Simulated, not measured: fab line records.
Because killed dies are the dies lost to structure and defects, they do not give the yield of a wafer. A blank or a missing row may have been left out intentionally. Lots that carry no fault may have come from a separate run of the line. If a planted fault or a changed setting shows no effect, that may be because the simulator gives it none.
Comparing a struck lot with a sound one || flow sky130 || 14 steps out of a route of 708
Sound: these wafers, L152.1, L152.4, L152.6. Wafers struck: L154.4, L154.5, L154.6. At the end, the cause is stated.
Per side, at each step with rows, come the tool, then ch with its chambers, and then its first start. Under that, the readings that differ: sound wafers || struck wafers || difference of the means || sigmas: that difference in standard deviations of wafers without a fault.
alike: a reading whose means differ by less than 2 such deviations, as well as words and numbers matching on both sides. not compared: withheld readings; readings where some wafer has no value; bounds like >300 that might hide an equal value; numbers whose values overlap and for which the record gives no deviation.
The two part at a step that has a row with sigmas, a row that says differs or no value, or rows on one side only. Numbers that have no deviation but don't overlap get no sigmas and don't part them. A reading missing from all wafers of one side parts the sides only when that side holds two or more wafers.

first, 2 steps without rows for these wafers: SKY_LDD_LDN_PEB_05; SKY_LDD_LDN_DEVELOP_06 (develop time 60 s).
SKY_LDD_LDN_OVL_MEAS_07:
  sound: overlay-02 at day 24 09:13; struck: overlay-02 at day 25 01:40
  alike: LDD_LDN_OVL
then, 4 steps without rows for these wafers: SKY_LDD_LDN_IMPLANT_08; SKY_LDD_LDN_IMPLANT_09; SKY_LDD_LDN_IMPLANT_10; SKY_LDD_LDN_IMPLANT_11.
SKY_LDD_LDN_STRIP_12: strips in O2/N2.
  sound on plasma_asher-01 ch 0,1, day 24 09:51; struck on plasma_asher-04 ch 0,1, day 25 02:19
{"reading": "drypump_motor_current_A (A)", "sound": "5.2 5.2 5.7", "struck": "6.3 6.4 6.0", "difference": "+0.9", "sigmas": "+3"}
  alike: oes_product_au, strip_time_to_endpoint_s
  not compared: rf_hours_counter_h
SKY_LDD_LDN_TW_MEAS_13:
  sound: film_metro-03 at day 24 09:57; struck: film_metro-03 at day 25 02:25
  alike: LDD_LDN_TW
then, 2 steps without rows for these wafers: SKY_LDD_LDN_CLEAN_14 (cleans in SC1/SC2, time 150 s); SKY_SPACER_CVD_00 (deposits Si3N4 from DCS/NH3, target thk 43.1 nm, time 740 s).
SKY_SPACER_THK_MEAS_01:
  sound: film_metro-04 at day 24 11:55; struck: film_metro-04 at day 25 03:52
  alike: SPACER_CVD_00_THK
SKY_SPACER_ETCHBACK_02: etches Si3N4 in CH3F/O2, stops on SiO2, time 46.7 s, target depth 45 nm.
  sound on rie_diel-04 ch 1,3, day 24 11:59; struck on rie_diel-02 ch 0,1, day 25 03:54
  no value came back on the struck wafers for any of 5 readings (O2_flow_sccm (sccm), bias_w (W) and others); on the sound wafers O2_flow_sccm (sccm) reads 30.07 30.06 30.02
  not compared: rf_hours_counter_h
-- the record jumps here: 22 days lie between the struck wafers' starts before and after (it left off in module SPACER and takes up again in module PAD_OPEN, whose first step shown is number 708 of the route) --
SKY_PAD_OPEN_PROBE_99:
  sound: prober-01 at day 47 04:25; struck: prober-01 at day 47 11:53
{"reading": "hold", "sound": "- - -", "struck": "await_dispo/2.4h/scrap await_dispo/2.4h/scrap await_dispo/2.4h/scrap", "difference": "no value on the sound wafers", "sigmas": ""}
{"reading": "killed_at_front_end", "sound": "13 23 9", "struck": "416 408 405", "difference": "+395", "sigmas": "+86"}
{"reading": "killed_dies", "sound": "94 89 89", "struck": "492 492 492", "difference": "+401", "sigmas": "+42"}
{"reading": "killed_on_rim", "sound": "19 20 20", "struck": "96 96 96", "difference": "+76", "sigmas": "+21"}
  alike: killed_at_M0_to_M3, killed_at_M4_up, killed_at_contacts, killed_at_other, killed_open, killed_short

== WHERE THEY PART ==
First at SKY_LDD_LDN_STRIP_12; last, within this record, at SKY_PAD_OPEN_PROBE_99.

WHY: what the simulator had put in
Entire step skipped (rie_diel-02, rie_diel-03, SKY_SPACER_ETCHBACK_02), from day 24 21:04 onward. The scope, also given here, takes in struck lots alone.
